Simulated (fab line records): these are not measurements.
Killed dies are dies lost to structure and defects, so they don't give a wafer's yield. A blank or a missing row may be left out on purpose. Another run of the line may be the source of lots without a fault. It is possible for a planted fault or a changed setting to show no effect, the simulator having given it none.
The tool behind it: which one? ; flow gf180mcu ; 13 lots with 39 wafers sampled at 5 steps, on a route of 602 steps

## WHAT THE GAUGES SHOWED, per wafer
GF_V5_BOW_MEAS_05.
lot;measured;on;V5_BOW (um)
L810;day 26 02:16;film-metro-03;140 130 138
L811;day 26 18:29;film-metro-02;133 125 136
L812;day 26 22:35;film-metro-04;138 142 134
L813;day 27 07:44;film-metro-04;142 140 144
L814;day 27 13:47;film-metro-04;133 124 120
L815;day 27 23:21;film-metro-03;139 128 124
L816;day 28 08:43;film-metro-02;127 127 120
L817;day 28 15:35;film-metro-03;140 139 136
L818;day 28 22:08;film-metro-02;134 137 130
L827;day 31 15:52;film-metro-03;118 127 131 - - -
L828;day 31 19:17;film-metro-03;147 126 138 - - -
L830;day 32 06:26;film-metro-03;121 131 115
L833;day 32 23:23;film-metro-02;140 133 144

## WHAT TOOL EACH LOT RAN ON (gives the tool, then ch and the chambers of the sampled wafers, and finally the start)
lot;GF_MIM_SPUTTER_00;GF_MIM_SPUTTER_02;GF_MIM_SPUTTER_03;GF_V5_CMP_04
L810;pvd-sputter-01, day 24 05:17;pvd-sputter-01, day 24 05:25;pvd-sputter-01, day 24 05:26;cmp-02 ch 0,1,3, day 26 01:57
L811;pvd-sputter-01, day 24 21:31;pvd-sputter-01, day 24 21:39;pvd-sputter-01, day 24 21:41;cmp-02 ch 0,1, day 26 18:14
L812;pvd-sputter-01, day 25 02:52;pvd-sputter-01, day 25 02:59;pvd-sputter-01, day 25 03:01;cmp-01 ch 0,2, day 26 22:17
L813;pvd-sputter-01, day 25 12:53;pvd-sputter-01, day 25 13:01;pvd-sputter-01, day 25 13:02;cmp-02 ch 0,1,3, day 27 07:26
L814;pvd-sputter-01, day 25 18:37;pvd-sputter-01, day 25 18:44;pvd-sputter-01, day 25 18:46;cmp-01 ch 1,2,3, day 27 13:32
L815;pvd-sputter-04, day 26 05:02;pvd-sputter-04, day 26 05:10;pvd-sputter-04, day 26 05:12;cmp-01 ch 0,1,2, day 27 23:08
L816;pvd-sputter-01, day 26 14:52;pvd-sputter-01, day 26 14:59;pvd-sputter-01, day 26 15:01;cmp-01 ch 2,3, day 28 08:25
L817;pvd-sputter-01, day 26 21:22;pvd-sputter-01, day 26 21:30;pvd-sputter-01, day 26 21:32;cmp-01 ch 1,2, day 28 15:17
L818;pvd-sputter-04, day 27 03:49;pvd-sputter-04, day 27 03:57;pvd-sputter-04, day 27 03:59;cmp-01 ch 1,2, day 28 21:47
L827;pvd-sputter-01, day 30 01:10;pvd-sputter-01, day 30 01:18;pvd-sputter-01, day 30 01:20;cmp-01 ch 0,3, day 31 15:35
L828;pvd-sputter-03, day 30 04:56;pvd-sputter-03, day 30 05:04;pvd-sputter-03, day 30 05:06;cmp-01 ch 1,2, day 31 18:59
L830;pvd-sputter-04, day 30 18:23;pvd-sputter-04, day 30 18:31;pvd-sputter-04, day 30 18:32;cmp-02 ch 1,2, day 32 06:07
L833;pvd-sputter-04, day 31 11:28;pvd-sputter-04, day 31 11:36;pvd-sputter-04, day 31 11:38;cmp-02 ch 0,3, day 32 23:08
- GF_MIM_SPUTTER_00: material Ti, target thk 37.5 nm, time 150 s.
- GF_MIM_SPUTTER_02: material AlCu, target thk 450 nm, time 23.9 s.
- GF_MIM_SPUTTER_03: material Ti, target thk 10 nm, time 6.7 s.
- GF_V5_CMP_04: polishes SiO2.

## AS READ BY THE TOOLS THEMSELVES (means over the sampled wafers that have a number; for cases with no such wafer, the mark the record gives instead)
GF_MIM_SPUTTER_00.
lot;tool;throttle-valve-pct (%)
L810;pvd-sputter-01;30.3
L811;pvd-sputter-01;30.2
L812;pvd-sputter-01;29.8
L813;pvd-sputter-01;29.5
L814;pvd-sputter-01;29.7
L815;pvd-sputter-04;30.7
L816;pvd-sputter-01;30.3
L817;pvd-sputter-01;29.4
L818;pvd-sputter-04;30.7
L827;pvd-sputter-01;29.8
L828;pvd-sputter-03;28.4
L830;pvd-sputter-04;30.6
L833;pvd-sputter-04;30.5

GF_MIM_SPUTTER_02.
lot;tool;throttle-valve-pct (%)
L810;pvd-sputter-01;30.3
L811;pvd-sputter-01;30.2
L812;pvd-sputter-01;30.0
L813;pvd-sputter-01;29.6
L814;pvd-sputter-01;29.5
L815;pvd-sputter-04;30.5
L816;pvd-sputter-01;30.4
L817;pvd-sputter-01;29.3
L818;pvd-sputter-04;30.7
L827;pvd-sputter-01;29.7
L828;pvd-sputter-03;28.7
L830;pvd-sputter-04;30.6
L833;pvd-sputter-04;30.6

GF_MIM_SPUTTER_03.
lot;tool;throttle-valve-pct (%)
L810;pvd-sputter-01;30.4
L811;pvd-sputter-01;30.1
L812;pvd-sputter-01;29.9
L813;pvd-sputter-01;29.5
L814;pvd-sputter-01;29.6
L815;pvd-sputter-04;30.4
L816;pvd-sputter-01;30.3
L817;pvd-sputter-01;29.3
L818;pvd-sputter-04;31.1
L827;pvd-sputter-01;29.7
L828;pvd-sputter-03;28.6
L830;pvd-sputter-04;30.5
L833;pvd-sputter-04;30.5

GF_V5_CMP_04.
lot;tool;motor-current-A (A);platen-rpm (rpm)
L810;cmp-02;12.2;60.03
L811;cmp-02;13.0;59.99
L812;cmp-01;10.6;59.97
L813;cmp-02;12.6;60.03
L814;cmp-01;12.5;60.01
L815;cmp-01;11.4;60.01
L816;cmp-01;11.9;59.99
L817;cmp-01;12.2;60.02
L818;cmp-01;12.3;60.00
L827;cmp-01;11.8;59.99
L828;cmp-01;12.4;60.02
L830;cmp-02;12.8;60.00
L833;cmp-02;12.5;59.99

## THE ANSWER, worked out from the rows above alone
Rule: usual is defined by the lots themselves. The widest of any qualifying gaps counts: lots, ordered by their means at a reading, are off when they make up no more than a third of the lots, leave a main group of 4 or more, and stand apart from it by 3 or more times the standard deviation of that group's means. If all means in a main group match to the digits the tables above print for the reading, that group is not used. Also off: a lot with no number at a reading for which 4 or more lots have one. The other lots that the step has rows for count as sound. The gauges are gone through in route order, then the tools' own readings, and for those a lot's mean is taken as printed above. At the first step where some lot is off, the reading lying furthest off is the one used; lots without a number count as furthest.
Nothing can be told from this: no lot is off at any reading shown.

## WHAT HAD BEEN PUT IN BY THE SIMULATOR
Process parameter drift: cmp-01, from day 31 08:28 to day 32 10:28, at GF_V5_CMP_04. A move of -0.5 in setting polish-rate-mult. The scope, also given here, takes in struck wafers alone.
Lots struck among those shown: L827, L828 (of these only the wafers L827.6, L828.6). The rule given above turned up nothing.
